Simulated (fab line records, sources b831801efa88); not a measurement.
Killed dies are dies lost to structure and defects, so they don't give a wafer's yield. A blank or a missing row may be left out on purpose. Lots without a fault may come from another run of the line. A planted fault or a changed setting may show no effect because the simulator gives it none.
A struck lot beside a sound one | flow sky130 | 18 steps out of a route of 708
Sound: wafers L712.2, L712.3, L712.4. Struck: wafer L717.3. (L717.4 of the same lot was not struck and is left out.) The cause comes at the end.
At each step with rows: each side's tool, then ch and its chambers, then its first start. Under that, the readings that differ: sound wafers | struck wafers | difference of the means | sigmas: that difference in standard deviations of wafers without a fault.
alike: readings whose means differ by less than 2 such deviations, and words and numbers that are the same on both sides. not compared: withheld readings, readings that some wafer has no value for, bounds like >300 that may hide the same value, and numbers for which the record gives no deviation and whose values overlap.
The two part at a step that has a row with sigmas, a row that says differs or no value, or rows on one side only. Numbers that don't overlap but have no deviation are shown without sigmas and don't part them. A reading that every wafer of one side lacks parts them only if that side has two wafers or more.

first, 3 steps without rows for these wafers: SKY_POLY_CUT_EXPOSE_05 (exposes mask NPCM, target cd 270 nm); SKY_POLY_CUT_PEB_06; SKY_POLY_CUT_DEVELOP_07 (develop time 60 s).
SKY_POLY_CUT_CD_MEAS_08: target cd 270 nm.
  sound on cd_sem-02, day 26 22:58; struck on cd_sem-01, day 29 02:16
  alike: cd_nm
SKY_POLY_CUT_OVL_MEAS_09:
  sound on overlay-02, day 26 23:04; struck on overlay-02, day 29 02:22
  alike: POLY_CUT_OVL
SKY_POLY_CUT_ETCH_10: etches BARC in N2/H2, stops on SiO2, time 45.9 s, target depth 60 nm.
  sound on rie_diel-04 ch 0,1,2, day 26 23:06; struck on rie_diel-03 ch 1, day 29 02:23
  reading               | sound             | struck | difference | sigmas
  oes_product_au (a.u.) | 0.854 0.853 0.850 | 0.864  | +0.012     | +3
  alike: drypump_motor_current_A, throttle_valve_pct
  not compared: rf_hours_counter_h
SKY_POLY_CUT_ETCH_11: etches Si3N4 in CF4/CH2F2/Ar, stops on poly-Si, time 42.5 s, target depth 60 nm.
  sound on rie_diel-04 ch 0,1,2, day 26 23:08; struck on rie_diel-03 ch 1, day 29 02:25
  alike: drypump_motor_current_A, oes_product_au, throttle_valve_pct
  not compared: rf_hours_counter_h
SKY_POLY_CUT_STRIP_12: strips in O2/N2.
  sound on plasma_asher-02 ch 0,1, day 26 23:11; struck on plasma_asher-04 ch 1, day 29 02:30
  alike: drypump_motor_current_A, oes_product_au, strip_time_to_endpoint_s
  not compared: rf_hours_counter_h
then, 4 steps without rows for these wafers: SKY_SD_P_DEHYDRATE_00 (time 60 s); SKY_SD_P_HMDS_01 (prime time 60 s); SKY_SD_P_COAT_02 (resist thk 1140 nm); SKY_SD_P_SOFTBAKE_03 (time 60 s).
SKY_SD_P_EXPOSE_04: exposes mask PSDM, target cd 380 nm.
  sound on iline_stepper-02 ch 0, day 27 13:41; struck on iline_stepper-01 ch 0, day 29 17:03
  alike: mask
then, 2 steps without rows for these wafers: SKY_SD_P_PEB_05; SKY_SD_P_DEVELOP_06 (develop time 60 s).
SKY_SD_P_CD_MEAS_07: target cd 380 nm.
  sound on cd_sem-01, day 28 03:49; struck on cd_sem-02, day 30 06:36
  reading    | sound             | struck | difference | sigmas
  cd_nm (nm) | 379.3 375.9 377.4 | 363.3  | -14.2      | -5
SKY_SD_P_OVL_MEAS_08:
  sound on overlay-01, day 28 03:55; struck on overlay-01, day 30 06:41
  alike: SD_P_OVL
SKY_PAD_OPEN_PROBE_99:
  the record has rows for the sound wafers here (prober-01, day 47 14:23) and none for the struck ones

WHERE THEY PART
First at SKY_POLY_CUT_ETCH_10; last, within this record, at SKY_PAD_OPEN_PROBE_99.

WHY: what the simulator had put in
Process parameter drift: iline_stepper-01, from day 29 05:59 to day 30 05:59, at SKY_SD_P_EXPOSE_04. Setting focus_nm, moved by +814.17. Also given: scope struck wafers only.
